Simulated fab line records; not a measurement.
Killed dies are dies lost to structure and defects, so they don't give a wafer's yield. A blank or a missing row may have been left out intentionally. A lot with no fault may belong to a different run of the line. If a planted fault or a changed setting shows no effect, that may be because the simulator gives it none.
Which tool did it? :: flow sky130 :: 12 lots with 36 wafers sampled at 5 steps, on a route of 708 steps

## WHAT EACH GAUGE READ, for each wafer
SKY_LI_CONTACT_OVL_MEAS_13.
lot: L173
measured: day 28 23:23
on: overlay-02
LI_CONTACT_OVL (nm): -2 3 0

lot: L176
measured: day 30 04:27
on: overlay-02
LI_CONTACT_OVL (nm): -14 -11 -12

lot: L177
measured: day 30 22:32
on: overlay-01
LI_CONTACT_OVL (nm): -2 -4 1

lot: L182
measured: day 32 00:12
on: overlay-01
LI_CONTACT_OVL (nm): -13 -14 -10

lot: L183
measured: day 32 06:11
on: overlay-02
LI_CONTACT_OVL (nm): -4 -7 -4

lot: L184
measured: day 32 17:31
on: overlay-02
LI_CONTACT_OVL (nm): 3 -1 6

lot: L185
measured: day 32 22:18
on: overlay-01
LI_CONTACT_OVL (nm): 10 5 1

lot: L189
measured: day 34 20:42
on: overlay-01
LI_CONTACT_OVL (nm): -3 -10 5

lot: L193
measured: day 35 15:27
on: overlay-02
LI_CONTACT_OVL (nm): 1 4 -1

lot: L192
measured: day 35 16:48
on: overlay-02
LI_CONTACT_OVL (nm): 11 3 13

lot: L194
measured: day 35 22:03
on: overlay-02
LI_CONTACT_OVL (nm): -1 -3 -11

lot: L195
measured: day 36 02:33
on: overlay-02
LI_CONTACT_OVL (nm): 4 0 0

SKY_CONTACT_BOW_MEAS_05.
lot: L173
measured: day 30 06:22
on: film-metro-01
CONTACT_BOW (um): 87 89 79

lot: L176
measured: day 31 11:44
on: film-metro-01
CONTACT_BOW (um): 88 84 90

lot: L177
measured: day 32 05:43
on: film-metro-04
CONTACT_BOW (um): 80 76 85

lot: L182
measured: day 33 05:55
on: film-metro-04
CONTACT_BOW (um): 77 70 71

lot: L183
measured: day 33 12:10
on: film-metro-01
CONTACT_BOW (um): 79 93 90

lot: L184
measured: day 33 23:06
on: film-metro-03
CONTACT_BOW (um): 69 74 72

lot: L185
measured: day 34 04:20
on: film-metro-01
CONTACT_BOW (um): 83 80 89

lot: L189
measured: day 36 01:47
on: film-metro-01
CONTACT_BOW (um): 70 64 80

lot: L193
measured: day 36 20:19
on: film-metro-04
CONTACT_BOW (um): 86 79 83

lot: L192
measured: day 36 22:22
on: film-metro-03
CONTACT_BOW (um): 76 76 87

lot: L194
measured: day 37 02:15
on: film-metro-04
CONTACT_BOW (um): 85 91 87

lot: L195
measured: day 37 07:10
on: film-metro-04
CONTACT_BOW (um): 77 91 91

## WHICH TOOL RAN EACH LOT (tool, then ch and the chambers of the sampled wafers, then the start)
lot: L173
SKY_LI_CONTACT_COAT_06: litho-track-03 ch 0, day 28 08:40
SKY_LI_CONTACT_ETCH_14: rie-diel-03 ch 0,1, day 28 23:25
SKY_LI_CONTACT_STRIP_16: plasma-asher-02 ch 0,1, day 28 23:33

lot: L176
SKY_LI_CONTACT_COAT_06: litho-track-04 ch 0, day 29 13:56
SKY_LI_CONTACT_ETCH_14: rie-diel-03 ch 0,1,3, day 30 04:29
SKY_LI_CONTACT_STRIP_16: plasma-asher-04 ch 0,1, day 30 04:37

lot: L177
SKY_LI_CONTACT_COAT_06: litho-track-02 ch 0, day 30 07:35
SKY_LI_CONTACT_ETCH_14: rie-diel-04 ch 0,1,3, day 30 22:34
SKY_LI_CONTACT_STRIP_16: plasma-asher-02 ch 0,1, day 30 22:42

lot: L182
SKY_LI_CONTACT_COAT_06: litho-track-04 ch 0, day 31 10:20
SKY_LI_CONTACT_ETCH_14: rie-diel-03 ch 1,3, day 32 00:14
SKY_LI_CONTACT_STRIP_16: plasma-asher-02 ch 0,1, day 32 00:22

lot: L183
SKY_LI_CONTACT_COAT_06: litho-track-04 ch 0, day 31 15:08
SKY_LI_CONTACT_ETCH_14: rie-diel-04 ch 0,1,3, day 32 06:13
SKY_LI_CONTACT_STRIP_16: plasma-asher-02 ch 0,1, day 32 06:21

lot: L184
SKY_LI_CONTACT_COAT_06: litho-track-04 ch 0, day 32 03:44
SKY_LI_CONTACT_ETCH_14: rie-diel-03 ch 2,3, day 32 17:32
SKY_LI_CONTACT_STRIP_16: plasma-asher-01 ch 0,1, day 32 17:41

lot: L185
SKY_LI_CONTACT_COAT_06: litho-track-03 ch 0, day 32 08:40
SKY_LI_CONTACT_ETCH_14: rie-diel-03 ch 0,1, day 32 22:20
SKY_LI_CONTACT_STRIP_16: plasma-asher-02 ch 0, day 32 22:28

lot: L189
SKY_LI_CONTACT_COAT_06: litho-track-02 ch 0, day 34 06:51
SKY_LI_CONTACT_ETCH_14: rie-diel-02 ch 1,2,3, day 34 20:44
SKY_LI_CONTACT_STRIP_16: plasma-asher-02 ch 0,1, day 34 20:52

lot: L193
SKY_LI_CONTACT_COAT_06: litho-track-02 ch 0, day 35 02:05
SKY_LI_CONTACT_ETCH_14: rie-diel-04 ch 1,2,3, day 35 15:29
SKY_LI_CONTACT_STRIP_16: plasma-asher-01 ch 0,1, day 35 15:37

lot: L192
SKY_LI_CONTACT_COAT_06: litho-track-04 ch 0, day 35 03:11
SKY_LI_CONTACT_ETCH_14: rie-diel-03 ch 0,3, day 35 16:49
SKY_LI_CONTACT_STRIP_16: plasma-asher-04 ch 0,1, day 35 16:59

lot: L194
SKY_LI_CONTACT_COAT_06: litho-track-04 ch 0, day 35 08:20
SKY_LI_CONTACT_ETCH_14: rie-diel-02 ch 0,2,3, day 35 22:05
SKY_LI_CONTACT_STRIP_16: plasma-asher-02 ch 0,1, day 35 22:13

lot: L195
SKY_LI_CONTACT_COAT_06: litho-track-03 ch 0, day 35 13:14
SKY_LI_CONTACT_ETCH_14: rie-diel-04 ch 1,2,3, day 36 02:35
SKY_LI_CONTACT_STRIP_16: plasma-asher-02 ch 0,1, day 36 02:43
- SKY_LI_CONTACT_COAT_06: resist thk 60 nm.
- SKY_LI_CONTACT_ETCH_14: etches BARC in N2/H2, stops on SiO2, time 45.9 s, target depth 60 nm.
- SKY_LI_CONTACT_STRIP_16: strips in O2/N2.

## WHAT THE TOOLS THEMSELVES READ (means of the sampled wafers that have a number; where no wafer has one, the mark that the record gives instead)
SKY_LI_CONTACT_ETCH_14.
lot: L173
tool: rie-diel-03
chamber-pressure-mTorr (mTorr): 30.007
drypump-motor-current-A (A): 5.8
oes-product-au (a.u.): 0.855
throttle-valve-pct (%): 13.229

lot: L176
tool: rie-diel-03
chamber-pressure-mTorr (mTorr): 30.004
drypump-motor-current-A (A): 5.9
oes-product-au (a.u.): 0.852
throttle-valve-pct (%): 13.221

lot: L177
tool: rie-diel-04
chamber-pressure-mTorr (mTorr): 29.993
drypump-motor-current-A (A): 5.1
oes-product-au (a.u.): 0.854
throttle-valve-pct (%): 13.217

lot: L182
tool: rie-diel-03
chamber-pressure-mTorr (mTorr): 29.997
drypump-motor-current-A (A): 6.0
oes-product-au (a.u.): 0.855
throttle-valve-pct (%): 13.230

lot: L183
tool: rie-diel-04
chamber-pressure-mTorr (mTorr): 30.011
drypump-motor-current-A (A): 5.1
oes-product-au (a.u.): 0.832
throttle-valve-pct (%): 13.232

lot: L184
tool: rie-diel-03
chamber-pressure-mTorr (mTorr): 29.987
drypump-motor-current-A (A): 6.3
oes-product-au (a.u.): 0.839
throttle-valve-pct (%): 13.223

lot: L185
tool: rie-diel-03
chamber-pressure-mTorr (mTorr): 30.020
drypump-motor-current-A (A): 5.4
oes-product-au (a.u.): 0.860
throttle-valve-pct (%): 13.225

lot: L189
tool: rie-diel-02
chamber-pressure-mTorr (mTorr): 30.020
drypump-motor-current-A (A): 5.8
oes-product-au (a.u.): 0.857
throttle-valve-pct (%): 13.229

lot: L193
tool: rie-diel-04
chamber-pressure-mTorr (mTorr): 29.994
drypump-motor-current-A (A): 5.4
oes-product-au (a.u.): 0.854
throttle-valve-pct (%): 13.217

lot: L192
tool: rie-diel-03
chamber-pressure-mTorr (mTorr): 29.999
drypump-motor-current-A (A): 6.4
oes-product-au (a.u.): 0.859
throttle-valve-pct (%): 13.228

lot: L194
tool: rie-diel-02
chamber-pressure-mTorr (mTorr): 29.996
drypump-motor-current-A (A): 5.8
oes-product-au (a.u.): 0.852
throttle-valve-pct (%): 13.222

lot: L195
tool: rie-diel-04
chamber-pressure-mTorr (mTorr): 29.990
drypump-motor-current-A (A): 5.4
oes-product-au (a.u.): 0.854
throttle-valve-pct (%): 13.225

SKY_LI_CONTACT_STRIP_16.
lot: L173
tool: plasma-asher-02
chamber-pressure-mTorr (mTorr): 1500.2
drypump-motor-current-A (A): 5.60
oes-product-au (a.u.): 0.377
strip-time-to-endpoint-s (s): 3.55

lot: L176
tool: plasma-asher-04
chamber-pressure-mTorr (mTorr): 1500.1
drypump-motor-current-A (A): 5.83
oes-product-au (a.u.): 0.378
strip-time-to-endpoint-s (s): 3.52

lot: L177
tool: plasma-asher-02
chamber-pressure-mTorr (mTorr): 1500.1
drypump-motor-current-A (A): 5.49
oes-product-au (a.u.): 0.375
strip-time-to-endpoint-s (s): 3.52

lot: L182
tool: plasma-asher-02
chamber-pressure-mTorr (mTorr): 1500.5
drypump-motor-current-A (A): 5.61
oes-product-au (a.u.): 0.378
strip-time-to-endpoint-s (s): 3.49

lot: L183
tool: plasma-asher-02
chamber-pressure-mTorr (mTorr): 1498.1
drypump-motor-current-A (A): 5.60
oes-product-au (a.u.): 0.373
strip-time-to-endpoint-s (s): 3.48

lot: L184
tool: plasma-asher-01
chamber-pressure-mTorr (mTorr): 1499.9
drypump-motor-current-A (A): 5.50
oes-product-au (a.u.): 0.374
strip-time-to-endpoint-s (s): 3.46

lot: L185
tool: plasma-asher-02
chamber-pressure-mTorr (mTorr): 1499.7
drypump-motor-current-A (A): 5.37
oes-product-au (a.u.): 0.377
strip-time-to-endpoint-s (s): 3.52

lot: L189
tool: plasma-asher-02
chamber-pressure-mTorr (mTorr): 1501.5
drypump-motor-current-A (A): 5.50
oes-product-au (a.u.): 0.373
strip-time-to-endpoint-s (s): 3.49

lot: L193
tool: plasma-asher-01
chamber-pressure-mTorr (mTorr): 1499.4
drypump-motor-current-A (A): 5.50
oes-product-au (a.u.): 0.371
strip-time-to-endpoint-s (s): 3.48

lot: L192
tool: plasma-asher-04
chamber-pressure-mTorr (mTorr): 1500.9
drypump-motor-current-A (A): 5.85
oes-product-au (a.u.): 0.377
strip-time-to-endpoint-s (s): 3.56

lot: L194
tool: plasma-asher-02
chamber-pressure-mTorr (mTorr): 1499.3
drypump-motor-current-A (A): 5.62
oes-product-au (a.u.): 0.375
strip-time-to-endpoint-s (s): 3.52

lot: L195
tool: plasma-asher-02
chamber-pressure-mTorr (mTorr): 1499.7
drypump-motor-current-A (A): 5.60
oes-product-au (a.u.): 0.375
strip-time-to-endpoint-s (s): 3.49

## THE ANSWER, worked out from the rows above alone
Rule: the lots themselves supply what counts as usual. Put in order of their means at a reading, lots are off if they are a third of the lots or fewer, leave a main group of 4 or more, and stand apart from it by a gap of 3 or more times the standard deviation of the main group's means; of several such gaps the widest counts. Not used: any main group whose means are identical at the precision the tables above print for the reading. Also off: a lot with no number at a reading for which 4 or more lots have one. All remaining lots with rows at the step are treated as sound. First the gauges in route order, then the tools' own readings, where a lot's mean is used as printed above. The first step at which some lot is off is used, and at that step the reading that is off furthest; a lot without a number counts as furthest.
Off: L183, L184, at SKY_LI_CONTACT_ETCH_14 (oes-product-au). The main group: mean 0.855 a.u., standard deviation 0.0026.
If a tool, at that step or one of the process steps before it, ran each lot that is off and ran no sound lot following the first of them, it fits. Not one of the candidates tried fits.

## WHAT THE SIMULATOR HAD INSERTED
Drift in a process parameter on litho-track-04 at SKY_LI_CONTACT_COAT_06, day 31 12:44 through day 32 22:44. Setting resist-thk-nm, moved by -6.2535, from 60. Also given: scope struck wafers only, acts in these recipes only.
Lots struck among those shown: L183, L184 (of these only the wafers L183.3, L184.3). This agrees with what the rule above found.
